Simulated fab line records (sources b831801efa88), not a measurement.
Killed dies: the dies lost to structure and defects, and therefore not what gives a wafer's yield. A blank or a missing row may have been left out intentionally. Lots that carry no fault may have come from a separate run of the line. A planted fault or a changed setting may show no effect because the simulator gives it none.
fab line records    flow sfqLine
record lots=5  wafers=23
route steps=325 shown M6@262 I6@270 M7@282 I7@301 M8@320
startH: hours from the record's opening day to when the first of the lot's shown wafers began    waitH: hours from the lot's prior step to this one    " same as the row above    L1.1+2: several wafers, shown together as one row    - either no value or no given start    * or withheld: withheld    < > ~ a bound
route shown NAME@n: names a module that has steps shown in the file, with the first one's number in the route    usual: average and standard deviation across the fault-free wafers    same: alike in all rows    chamber/n: place in a boat    sites: per-site readings    _std_site: how widely they spread, as a standard deviation    _edge_site: the outer-site mean with the inner-site mean subtracted    radiusMm: for every site, how far away it sits from the centre of the wafer    mask NAME#n: copy n    behind: the most recent tool/chamber to have shaped the wafer    hold: reason for holding the lot/hours on hold/outcome of the hold    device: which transistor (n, p or np) failed to switch    end of line: the route-end tests of the same wafers    a step without rows: its recipe alone    killed: the dies lost at the first sort to structure and to defects; this is not the yield of the wafer    map: the dies of a wafer, with x for killed, . for not killed, _ for no die there
set.NAME: the setting as run; set.NAME@STEP: as run at that earlier step    model.NAME: the simulator's own value behind a step, which no gauge read
lots with deliberately changed settings; one table per step, one row per wafer
## steps
# step SFQ_TRILAYER_M6_BARC_OPEN_METAL_ETCH_206
# recipe maskMaterial=PR  chemistry=O2  targetDepthNm=125  target=BARC  icpW=600  biasW=80  pressureMtorr=10  timeS=41.7
lot.wafer  tool         chamber  startH   waitH  set.icpW  set.timeS@TRILAYER_A5C_DEP_PECVD_142  model.SiO2_of_TRILAYER_A5C_DEP_PECVD_142.thkNm
L078.4     rieMetal-04  0        1869.25  0.0    600       15.556                                62.9
L078.5     "            0        "        "      600       15.556                                62.75
L078.6     "            1        "        "      600       15.556                                61.82
L079.1     rieMetal-02  1        1874.03  0.0    565.2     17.27                                 68.5
L079.3     "            0        "        "      600       15.556                                61.67
L079.4     "            1        "        "      565.2     17.27                                 70.18
L079.5     "            1        "        "      600       15.556                                61.37
L079.6     "            0        "        "      600       17.27                                 69.96
L080.1     rieMetal-02  0        1876.43  0.0    600       17.65                                 69.82
L080.2     "            1        "        "      600       17.65                                 70.41
L080.3     "            1        "        "      600       15.556                                61.41
L080.4     "            0        "        "      600       15.556                                62.45
L080.6     "            0        "        "      600       17.65                                 71.67
L084.1     rieMetal-02  1        1881.23  0.0    600       13.98                                 54.71
L084.2     "            0        "        "      640.2     13.98                                 54.26
L084.4     "            0        "        "      640.2     15.556                                61.9
L084.5     "            1        "        "      600       13.98                                 55.03
L084.6     "            0        "        "      640.2     15.556                                62.43
L085.1     rieMetal-03  1        1882.43  0.0    663.1     15.556                                62.88
L085.2     "            0        "        "      600       15.556                                61.47
L085.3     "            1        "        "      600       17.61                                 71.28
L085.5     "            0        "        "      663.1     17.61                                 73.51
L085.6     "            1        "        "      600       15.556                                62.59
# step SFQ_TRILAYER_M6_ETCH_METAL_ETCH_162
# recipe target=Nb  stopOn=SiO2  maskMaterial=PR  chemistry=Cl2/Ar  targetDepthNm=240  icpW=600  biasW=80  pressureMtorr=10  timeS=120
# usual oesProductAu=0.897/0.0069
lot.wafer  tool         chamber  startH   waitH  set.powerW@TRILAYER_M6_DEP_SPUTTER_157  oesProductAu
L078.4     rieMetal-04  0        1869.33  0.1    2000                                    0.889
L078.5     "            0        "        "      2000                                    0.893
L078.6     "            1        "        "      2000                                    0.899
L079.1     rieMetal-02  1        1874.09  0.0    1766                                    0.837
L079.3     "            0        "        "      2000                                    0.903
L079.4     "            1        "        "      2000                                    0.889
L079.5     "            1        "        "      1766                                    0.832
L079.6     "            0        "        "      2000                                    0.891
L080.1     rieMetal-02  0        1876.49  0.0    1932                                    0.880
L080.2     "            1        "        "      1932                                    0.887
L080.3     "            1        "        "      1932                                    0.894
L080.4     "            0        "        "      2000                                    0.899
L080.6     "            0        "        "      2000                                    0.896
L084.1     rieMetal-02  1        1881.29  0.0    2180                                    0.945
L084.2     "            0        "        "      2000                                    0.894
L084.4     "            0        "        "      2180                                    0.945
L084.5     "            1        "        "      2180                                    0.949
L084.6     "            0        "        "      2000                                    0.893
L085.1     rieMetal-03  1        1882.49  0.0    2000                                    0.903
L085.2     "            0        "        "      2000                                    0.896
L085.3     "            1        "        "      2000                                    0.901
L085.5     "            0        "        "      2000                                    0.893
L085.6     "            1        "        "      2000                                    0.905
# step SFQ_TRILAYER_I6_VIA_LITHO_COAT_174
# recipe resist=BARC  spinRpm=3000  resistThkNm=62
lot.wafer  tool           chamber  startH   waitH  set.spinRpm  model.BARC_of_TRILAYER_I6_VIA_LITHO_COAT_174.thkNm
L078.4     lithoTrack-02  0        1874.74  0.6    3000         62.09
L078.5     "              0        "        "      3000         62.1
L078.6     "              0        "        "      3000         62.03
L079.1     lithoTrack-02  0        1879.39  1.0    3071         61.41
L079.3     "              0        "        "      3000         62.22
L079.4     "              0        "        "      3071         61.27
L079.5     "              0        "        "      3071         61.32
L079.6     "              0        "        "      3000         61.95
L080.1     lithoTrack-03  0        1881.79  1.0    3000         62.19
L080.2     "              0        "        "      2906         63.05
L080.3     "              0        "        "      2906         63.26
L080.4     "              0        "        "      3000         61.99
L080.6     "              0        "        "      3000         62.26
L084.1     lithoTrack-03  0        1887.97  1.0    3000         62.02
L084.2     "              0        "        "      3000         61.94
L084.4     "              0        "        "      3212         60.02
L084.5     "              0        "        "      3212         60
L084.6     "              0        "        "      3212         59.79
L085.1     lithoTrack-02  0        1888.99  1.0    3000         61.99
L085.2     "              0        "        "      2823         64.14
L085.3     "              0        "        "      2823         64.02
L085.5     "              0        "        "      2823         63.93
L085.6     "              0        "        "      3000         61.98
# step SFQ_TRILAYER_I6_VIA_BARC_OPEN_VIA_ETCH_235
# recipe maskMaterial=PR  chemistry=O2  targetDepthNm=125  target=BARC  sourceW=500  biasW=80  pressureMtorr=30  timeS=41.7
lot.wafer  tool        chamber  startH   waitH  set.sourceW  set.spinRpm@TRILAYER_I6_VIA_LITHO_COAT_174  model.etch.depthNm
L078.4     rieDiel-01  2        1878.06  0.0    500          3000                                        62.09
L078.5     "           0        "        "      500          3000                                        62.1
L078.6     "           3        "        "      500          3000                                        62.03
L079.1     rieDiel-02  3        1881.68  0.0    470.2        3071                                        -
L079.3     "           1        "        "      500          3000                                        62.22
L079.4     "           1        "        "      500          3071                                        61.27
L079.5     "           3        "        "      500          3071                                        -
L079.6     "           0        "        "      470.2        3000                                        61.95
L080.1     rieDiel-03  2        1884.08  0.0    500          3000                                        -
L080.2     "           1        "        "      500          2906                                        63.05
L080.3     "           3        "        "      449.2        2906                                        -
L080.4     "           0        "        "      449.2        3000                                        61.99
L080.6     "           1        "        "      500          3000                                        62.26
L084.1     rieDiel-01  3        1890.26  0.0    500          3000                                        -
L084.2     "           0        "        "      464.7        3000                                        61.94
L084.4     "           2        "        "      500          3212                                        -
L084.5+6   "           3,2      "        "      464.7        3212                                        -
L085.1     rieDiel-03  3        1996.79  0.0    452.6        3000                                        -
L085.2+5   "           0,2      "        "      500          2823                                        -
L085.3     "           1        "        "      452.6        2823                                        -
L085.6     "           1        "        "      500          3000                                        -
# step SFQ_TRILAYER_M7_DEP_SPUTTER_175
# recipe material=Nb  basePressurePa=1.33e-06  chamberPressurePa=0.1333  substrateTempC=20  targetThkNm=200  powerW=2000  timeS=133.3
lot.wafer  tool           chamber  startH   waitH  set.timeS  model.Nb_of_TRILAYER_M7_DEP_SPUTTER_175.thkNm
L078.4     pvdSputter-05  -        1879.19  0.0    133.3      197.2
L078.5     "              -        "        "      133.3      198.6
L078.6     "              -        "        "      133.3      196.4
L079.1     pvdSputter-03  -        1882.81  0.0    133.3      203.3
L079.3     "              -        "        "      126.8      192.7
L079.4     "              -        "        "      126.8      190.9
L079.5     "              -        "        "      133.3      200.4
L079.6     "              -        "        "      126.8      195.7
L080.1     pvdSputter-05  -        1885.05  0.0    118.5      175.1
L080.2     "              -        "        "      133.3      203.2
L080.3     "              -        "        "      118.5      177.7
L080.4     "              -        "        "      133.3      197.1
L080.6     "              -        "        "      133.3      199.7
L084.1     pvdSputter-06  -        1891.22  0.0    122.4      186.9
L084.2     "              -        "        "      133.3      204.7
L084.4     "              -        "        "      133.3      206
L084.5     "              -        "        "      133.3      203.3
L084.6     "              -        "        "      122.4      190.7
L085.1     pvdSputter-03  -        1997.75  0.0    119.4      178.4
L085.2     "              -        "        "      119.4      178.3
L085.3     "              -        "        "      133.3      200.9
L085.5     "              -        "        "      119.4      178.1
L085.6     "              -        "        "      133.3      199.3
# step SFQ_M7_RS_MEAS_943
# recipe thkMeasGauge=four-point-probe  reads=Nb_of_TRILAYER_M7_DEP_SPUTTER_175
# usual M7_NB_RS=0.887/0.012
lot.wafer  tool          chamber  startH   waitH  set.timeS@TRILAYER_M7_DEP_SPUTTER_175  M7_NB_RS[ohm/sq]
L078.4     filmMetro-03  -        1879.34  0.1    133.3                                  0.900
L078.5     "             -        "        "      133.3                                  0.896
L078.6     "             -        "        "      133.3                                  0.904
L079.1     filmMetro-03  -        1882.91  0.1    133.3                                  0.875
L079.3     "             -        "        "      126.8                                  0.922
L079.4     "             -        "        "      126.8                                  0.932
L079.5     "             -        "        "      133.3                                  0.887
L079.6     "             -        "        "      126.8                                  0.908
L080.1     filmMetro-02  -        1885.14  0.0    118.5                                  1.023
L080.2     "             -        "        "      133.3                                  0.878
L080.3     "             -        "        "      118.5                                  1.006
L080.4     "             -        "        "      133.3                                  0.905
L080.6     "             -        "        "      133.3                                  0.894
L084.1     filmMetro-03  -        1891.31  0.0    122.4                                  0.953
L084.2     "             -        "        "      133.3                                  0.868
L084.4     "             -        "        "      133.3                                  0.861
L084.5     "             -        "        "      133.3                                  0.875
L084.6     "             -        "        "      122.4                                  0.933
L085.1     filmMetro-01  -        1997.84  0.0    119.4                                  1.003
L085.2     "             -        "        "      119.4                                  1.002
L085.3     "             -        "        "      133.3                                  0.888
L085.5     "             -        "        "      119.4                                  1.003
L085.6     "             -        "        "      133.3                                  0.893
# step SFQ_TRILAYER_M7_LITHO_PEB_180
# recipe pebTempC=115  pebTimeS=60  resist=KrF
lot.wafer       tool           chamber  startH   waitH  set.pebTimeS
L078.4+5+6      lithoTrack-01  0        1987.32  0.5    60
L079.1+5+6      lithoTrack-01  0        1988.45  1.0    60
L079.3+4        "              0        "        "      51.28
L080.1+2+4      lithoTrack-04  0        1989.65  1.0    60
L080.3+6        "              0        "        "      63.54
L084.1+2+5      lithoTrack-02  0        1994.45  1.0    53.96
L084.4+6        "              0        "        "      60
L085.1+2+3+5+6  lithoTrack-02  0        2000.74  1.0    60
# step SFQ_TRILAYER_M7_LITHO_DEVELOP_179
# recipe timeS=60  resist=KrF
# step SFQ_TRILAYER_M7_BARC_OPEN_METAL_ETCH_229
# recipe maskMaterial=PR  chemistry=O2  targetDepthNm=125  target=BARC  icpW=600  biasW=80  pressureMtorr=10  timeS=41.7
lot.wafer  tool         chamber  startH   waitH  set.pebTimeS@TRILAYER_M7_LITHO_PEB_180  model.M7.cdNm
L078.4     rieMetal-01  0        1987.61  0.0    60                                      500.2
L078.5     "            0        "        "      60                                      499.5
L078.6     "            1        "        "      60                                      499
L079.1     rieMetal-03  0        1988.79  0.0    60                                      500.6
L079.3     "            0        "        "      51.28                                   523
L079.4     "            0        "        "      51.28                                   522.6
L079.5     "            0        "        "      60                                      498.8
L079.6     "            0        "        "      60                                      500.8
L080.1     rieMetal-01  1        1989.99  0.0    60                                      500.4
L080.2     "            0        "        "      60                                      501.4
L080.3     "            1        "        "      63.54                                   492.8
L080.4     "            0        "        "      60                                      500.5
L080.6     "            1        "        "      63.54                                   492.3
L084.1     rieMetal-01  0        1994.79  0.0    53.96                                   516.7
L084.2     "            1        "        "      53.96                                   515.7
L084.4     "            1        "        "      60                                      500.9
L084.5     "            0        "        "      53.96                                   514.1
L084.6     "            1        "        "      60                                      499.3
L085.1     rieMetal-03  1        2001.07  0.0    60                                      500.1
L085.2     "            0        "        "      60                                      498.2
L085.3     "            0        "        "      60                                      500.5
L085.5     "            0        "        "      60                                      500
L085.6     "            1        "        "      60                                      499.7
# step SFQ_TRILAYER_M7_ETCH_METAL_ETCH_180
# recipe target=Nb  stopOn=SiO2  maskMaterial=PR  chemistry=Cl2/Ar  targetDepthNm=240  icpW=600  biasW=80  pressureMtorr=10  timeS=120
# usual oesProductAu=0.896/0.0079
lot.wafer  tool         chamber  startH   waitH  set.timeS@TRILAYER_M7_DEP_SPUTTER_175  oesProductAu
L078.4     rieMetal-01  0        1987.69  0.1    133.3                                  0.886
L078.5     "            0        "        "      133.3                                  0.888
L078.6     "            1        "        "      133.3                                  0.889
L079.1     rieMetal-03  0        1988.90  0.1    133.3                                  0.904
L079.3     "            0        "        "      126.8                                  0.878
L079.4     "            0        "        "      126.8                                  0.861
L079.5     "            0        "        "      133.3                                  0.887
L079.6     "            0        "        "      126.8                                  0.881
L080.1     rieMetal-01  1        1990.05  0.0    118.5                                  0.832
L080.2     "            0        "        "      133.3                                  0.895
L080.3     "            1        "        "      118.5                                  0.841
L080.4     "            0        "        "      133.3                                  0.889
L080.6     "            1        "        "      133.3                                  0.887
L084.1     rieMetal-01  0        1994.85  0.0    122.4                                  0.863
L084.2     "            1        "        "      133.3                                  0.908
L084.4     "            1        "        "      133.3                                  0.905
L084.5     "            0        "        "      133.3                                  0.906
L084.6     "            1        "        "      122.4                                  0.878
L085.1     rieMetal-03  1        2001.13  0.0    119.4                                  0.837
L085.2     "            0        "        "      119.4                                  0.830
L085.3     "            0        "        "      133.3                                  0.899
L085.5     "            0        "        "      119.4                                  0.832
L085.6     "            1        "        "      133.3                                  0.893
# step SFQ_TRILAYER_I7_VIA_LITHO_COAT_187
# recipe resist=KrF  spinRpm=3000  resistThkNm=650
lot.wafer  tool           chamber  startH   waitH  set.resistThkNm  model.KrF_of_TRILAYER_I7_VIA_LITHO_COAT_187.thkNm
L078.4     lithoTrack-04  0        1995.95  0.2    650              652
L078.5     "              0        "        "      650              651.5
L078.6     "              0        "        "      650              649.1
L079.1     lithoTrack-04  0        1998.80  0.2    619              619.7
L079.3     "              0        "        "      619              620.8
L079.4     "              0        "        "      650              650.4
L079.5     "              0        "        "      650              652.2
L079.6     "              0        "        "      650              651.1
L080.1     lithoTrack-01  0        2001.80  0.2    688.3            688
L080.2     "              0        "        "      650              649.5
L080.3     "              0        "        "      650              650.6
L080.4     "              0        "        "      688.3            686.6
L080.6     "              0        "        "      650              651.5
L084.1     lithoTrack-01  0        2012.24  0.2    613.3            613
L084.2     "              0        "        "      650              646.7
L084.4     "              0        "        "      650              647.3
L084.5     "              0        "        "      613.3            611.1
L084.6     "              0        "        "      613.3            611.4
L085.1     lithoTrack-04  0        2015.98  0.2    666.8            666.1
L085.2     "              0        "        "      650              649.5
L085.3+6   "              0        "        "      650              650.7
L085.5     "              0        "        "      666.8            665.4
# step SFQ_TRILAYER_I7_VIA_LITHO_SOFTBAKE_191
# recipe tempC=withheld  timeS=withheld  resist=KrF
# step SFQ_TRILAYER_I7_VIA_LITHO_EXPOSE_188
# recipe maskId=I7  na=0.6  sourceShape=conventional  sigmaOuter=0.65  targetCdNm=1000  doseMj=21.3
# step SFQ_TRILAYER_I7_VIA_BARC_OPEN_VIA_ETCH_260
# recipe maskMaterial=PR  chemistry=O2  targetDepthNm=125  target=BARC  sourceW=500  biasW=80  pressureMtorr=30  timeS=41.7
# step SFQ_TRILAYER_I7_VIA_ETCH_VIA_ETCH_190
# recipe target=SiO2  stopOn=Nb  maskMaterial=PR  taperDeg=20  chemistry=CHF3  targetDepthNm=260  sourceW=500  biasW=80  pressureMtorr=30  timeS=withheld
lot.wafer  tool        chamber  startH   waitH  set.resistThkNm@TRILAYER_I7_VIA_LITHO_COAT_187  model.KrF_of_TRILAYER_I7_VIA_LITHO_COAT_187.thkNm
L078.4     rieDiel-04  2        1998.43  0.0    650                                             529.6
L078.5     "           0        "        "      650                                             532.9
L078.6     "           1        "        "      650                                             528.2
L079.1     rieDiel-04  3        2002.31  0.0    619                                             497.7
L079.3     "           0        "        "      619                                             503
L079.4     "           2        "        "      650                                             528.2
L079.5     "           0        "        "      650                                             533.9
L079.6     "           3        "        "      650                                             529.4
L080.1     rieDiel-02  1        2081.49  0.0    688.3                                           570.9
L080.2     "           0        "        "      650                                             526.7
L080.3     "           2        "        "      650                                             529.6
L080.4     "           3        "        "      688.3                                           564.3
L080.6     "           3        "        "      650                                             529.2
L084.1     rieDiel-04  1        2099.49  0.0    613.3                                           491.3
L084.2     "           3        "        "      650                                             526.8
L084.4     "           2        "        "      650                                             526.7
L084.5     "           1        "        "      613.3                                           489.8
L084.6     "           2        "        "      613.3                                           490.7
L085.1     rieDiel-04  3        2103.81  0.0    666.8                                           544.9
L085.2     "           2        "        "      650                                             528.9
L085.3+6   "           0        "        "      650                                             531.8
L085.5     "           3        "        "      666.8                                           544.6
# step SFQ_TRILAYER_M8_DEP_EVAP_198
# recipe material=Pt  angularSpreadDeg=1  targetThkNm=50  timeS=250  powerW=2000
lot.wafer  tool           chamber  startH   waitH  set.timeS  model.Pt_of_TRILAYER_M8_DEP_EVAP_198.thkNm
L078.4     pvdSputter-02  -        2005.94  0.0    250        49.94
L078.5     "              -        "        "      250        50.5
L078.6     "              -        "        "      250        50.57
L079.1     pvdSputter-01  -        2033.09  0.0    250        49.78
L079.3     "              -        "        "      276.5      54.92
L079.4     "              -        "        "      276.5      55.16
L079.5     "              -        "        "      276.5      55.06
L079.6     "              -        "        "      250        49.52
L080.1     pvdSputter-02  -        2171.20  0.0    212.9      43.14
L080.2     "              -        "        "      250        50.36
L080.3     "              -        "        "      250        51.46
L080.4     "              -        "        "      212.9      42.87
L080.6     "              -        "        "      212.9      43.67
L084.1     pvdSputter-02  -        2188.00  0.0    279.5      55.72
L084.2     "              -        "        "      279.5      55.23
L084.4     "              -        "        "      250        48.78
L084.5     "              -        "        "      250        48.73
L084.6     "              -        "        "      279.5      54.68
L085.1     pvdSputter-01  -        2194.00  0.0    250        49.95
L085.2     "              -        "        "      250        50.08
L085.3     "              -        "        "      250        49.93
L085.5     "              -        "        "      250        49.38
L085.6     "              -        "        "      250        50.01
## key
split step=SFQ_TRILAYER_M6_BARC_OPEN_METAL_ETCH_206  setting=icpW  stated=600  by=wafer
response none clear
split step=SFQ_TRILAYER_I6_VIA_LITHO_COAT_174  setting=spinRpm  stated=3000  by=wafer
response step=SFQ_TRILAYER_I6_VIA_LITHO_COAT_174  reading=model.BARC_of_TRILAYER_I6_VIA_LITHO_COAT_174.thkNm  change=-0.313  per=1%  r=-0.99
response step=SFQ_TRILAYER_I6_VIA_BARC_OPEN_VIA_ETCH_235  reading=model.etch.depthNm  change=-0.313  per=1%  r=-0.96
split step=SFQ_TRILAYER_I6_VIA_BARC_OPEN_VIA_ETCH_235  setting=sourceW  stated=500  by=wafer
response none clear
split step=SFQ_TRILAYER_M7_DEP_SPUTTER_175  setting=timeS  stated=133.3  by=wafer
response step=SFQ_TRILAYER_M7_DEP_SPUTTER_175  reading=model.Nb_of_TRILAYER_M7_DEP_SPUTTER_175.thkNm  change=+2.05  per=1%  r=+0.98
response step=SFQ_M7_RS_MEAS_943  reading=M7_NB_RS  change=-0.0103  per=1%  r=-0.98
response step=SFQ_TRILAYER_M7_ETCH_METAL_ETCH_180  reading=oesProductAu  change=+0.00513  per=1%  r=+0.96
split step=SFQ_TRILAYER_M7_LITHO_PEB_180  setting=pebTimeS  stated=60  by=wafer
response step=SFQ_TRILAYER_M7_BARC_OPEN_METAL_ETCH_229  reading=model.M7.cdNm  change=-1.54  per=1%  r=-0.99
split step=SFQ_TRILAYER_I7_VIA_LITHO_COAT_187  setting=resistThkNm  stated=650  by=wafer
response step=SFQ_TRILAYER_I7_VIA_LITHO_COAT_187  reading=model.KrF_of_TRILAYER_I7_VIA_LITHO_COAT_187.thkNm  change=+6.28  per=1%  r=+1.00
response step=SFQ_TRILAYER_I7_VIA_ETCH_VIA_ETCH_190  reading=model.KrF_of_TRILAYER_I7_VIA_LITHO_COAT_187.thkNm  change=+6.4  per=1%  r=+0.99
split step=SFQ_TRILAYER_M8_DEP_EVAP_198  setting=timeS  stated=250  by=wafer
response step=SFQ_TRILAYER_M8_DEP_EVAP_198  reading=model.Pt_of_TRILAYER_M8_DEP_EVAP_198.thkNm  change=+0.524  per=1%  r=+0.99
split outsideThisFile step=SFQ_TRILAYER_A5C_DEP_PECVD_142 setting=timeS
split outsideThisFile step=SFQ_TRILAYER_M6_DEP_SPUTTER_157 setting=powerW
# split outsideThisFile: this setting was split too, and the file shows its column; the key of that split is in another file
